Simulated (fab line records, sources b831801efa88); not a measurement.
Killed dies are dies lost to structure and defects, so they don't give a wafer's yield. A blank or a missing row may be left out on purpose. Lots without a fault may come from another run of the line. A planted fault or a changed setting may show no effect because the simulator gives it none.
Split-lot experiment | flow sfq_line | 5 lots, 23 wafers read, on a route of 325 steps

THE SPLIT
At SFQ_TRILAYER_I1_CMP_CMP_046 (polishes SiO2), the setting leave_above_ref_nm was moved away from the recipe's 200 nm on 8 of the 23 wafers read, by -7.1% to +7.0%. The other wafers ran this setting at the recipe's value.

FROM THE SPLIT TO THE READING: what the file shows between them, 1 step
- SFQ_TRILAYER_I1_METRO_MEASURE_047

THE READING
oes_product_au, in a.u., at SFQ_TRILAYER_I1_VIA_ETCH_VIA_ETCH_052 (etches SiO2 in CHF3, stops on Nb, target depth 260 nm). Fault-free wafers of this fab line usually give 0.856 a.u., standard deviation 0.0045 a.u..

wafer  | tool, chamber at the split | leave_above_ref_nm as run, nm | against the recipe | oes_product_au, a.u. | against lot-mates on the recipe
L074.1 | cmp-01, 3                  | 191.5                         | -4.2%              | 0.837                | -0.015
L074.2 | cmp-01, 2                  | 200                           | recipe             | 0.849                | -
L074.3 | cmp-01, 1                  | 191.5                         | -4.2%              | 0.837                | -0.015
L074.5 | cmp-01, 1                  | 200                           | recipe             | 0.859                | -
L074.6 | cmp-01, 0                  | 200                           | recipe             | 0.848                | -
L075.1 | cmp-01, 2                  | 213.9                         | +7.0%              | 0.881                | +0.025
L075.2 | cmp-01, 0                  | 200                           | recipe             | 0.854                | -
L075.3 | cmp-01, 3                  | 213.9                         | +7.0%              | 0.893                | +0.037
L075.5 | cmp-01, 1                  | 200                           | recipe             | 0.856                | -
L075.6 | cmp-01, 0                  | 200                           | recipe             | 0.859                | -
L078.1 | cmp-01, 0                  | 200                           | recipe             | 0.845                | -
L078.2 | cmp-01, 2                  | 200                           | recipe             | 0.860                | -
L078.3 | cmp-01, 3                  | 205.5                         | +2.8%              | 0.862                | +0.007
L078.4 | cmp-01, 1                  | 205.5                         | +2.8%              | 0.875                | +0.020
L078.5 | cmp-01, 3                  | 200                           | recipe             | 0.859                | -
L079.2 | cmp-02, 0                  | 200                           | recipe             | 0.852                | -
L079.4 | cmp-02, 1                  | 200                           | recipe             | 0.855                | -
L079.6 | cmp-02, 0                  | 200                           | recipe             | 0.857                | -
L082.2 | cmp-02, 3                  | 200                           | recipe             | 0.856                | -
L082.3 | cmp-02, 2                  | 185.8                         | -7.1%              | 0.818                | -0.039
L082.4 | cmp-02, 0                  | 185.8                         | -7.1%              | 0.823                | -0.034
L082.5 | cmp-02, 1                  | 200                           | recipe             | 0.857                | -
L082.6 | cmp-02, 0                  | 200                           | recipe             | 0.858                | -

THE FIT
A straight line over all 23 wafers: oes_product_au changes by +0.00467 a.u. for each +1% of leave_above_ref_nm; r = +0.96; the points scatter about the line by 0.0047 a.u..
The same after taking each lot's own level away (the mean of its wafers on the recipe; 23 wafers): +0.00462 a.u. for each +1%; r = +0.96; scatter 0.0048 a.u..
On that fit, the largest move of leave_above_ref_nm shifts the reading by 0.033 a.u..
The lots' own levels span 0.8520 to 0.8570 a.u., that is 1.1 times the standard deviation above.
So the lot-to-lot level changes the slope little: the two slopes agree.
Check: with one of the wafers moved furthest among these (-7.1%) left out of the fit, the line predicts -0.0308 a.u. for it against its lot-mates. It came out at -0.039 a.u. against them.

OTHER SPLITS ON THESE WAFERS
These wafers also went through other splits before the reading. Each is held against what the fit with the lots' levels taken away leaves over:
other split on the same wafers               | wafers away from the commonest value | r with oes_product_au (lot level and that fit taken away)
SFQ_TRILAYER_M1_DEP_SPUTTER_037 time_s       | 5                                    | -0.24
SFQ_TRILAYER_M1_LITHO_COAT_044 resist_thk_nm | 8                                    | -0.29

THE WHOLE CHAIN: every reading that the file lists as answering this split, in the file's order
step                                  | what it does                                          | reading                                                                                   | change (the file's fit)                   | r (the file's)
SFQ_TRILAYER_I1_CMP_CMP_046           | polishes SiO2                                         | SiO2_of_TRILAYER_I1_DEP_PECVD_045.thk_nm (the simulator's own value, which no gauge read) | +1.92 nm for each +1% of the setting      | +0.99
SFQ_TRILAYER_I1_METRO_MEASURE_047     |                                                       | thk_nm                                                                                    | +1.92 nm for each +1% of the setting      | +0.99
SFQ_TRILAYER_I1_VIA_ETCH_VIA_ETCH_052 | etches SiO2 in CHF3, stops on Nb, target depth 260 nm | oes_product_au                                                                            | +0.00462 a.u. for each +1% of the setting | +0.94
SFQ_TRILAYER_I1_VIA_ETCH_VIA_ETCH_052 | etches SiO2 in CHF3, stops on Nb, target depth 260 nm | I1.feature_depth_nm (the simulator's own value, which no gauge read)                      | +1.91 nm for each +1% of the setting      | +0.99

THE FILE'S OWN FIT
oes_product_au changes by +0.00462 a.u. for each +1% of leave_above_ref_nm, r = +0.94.
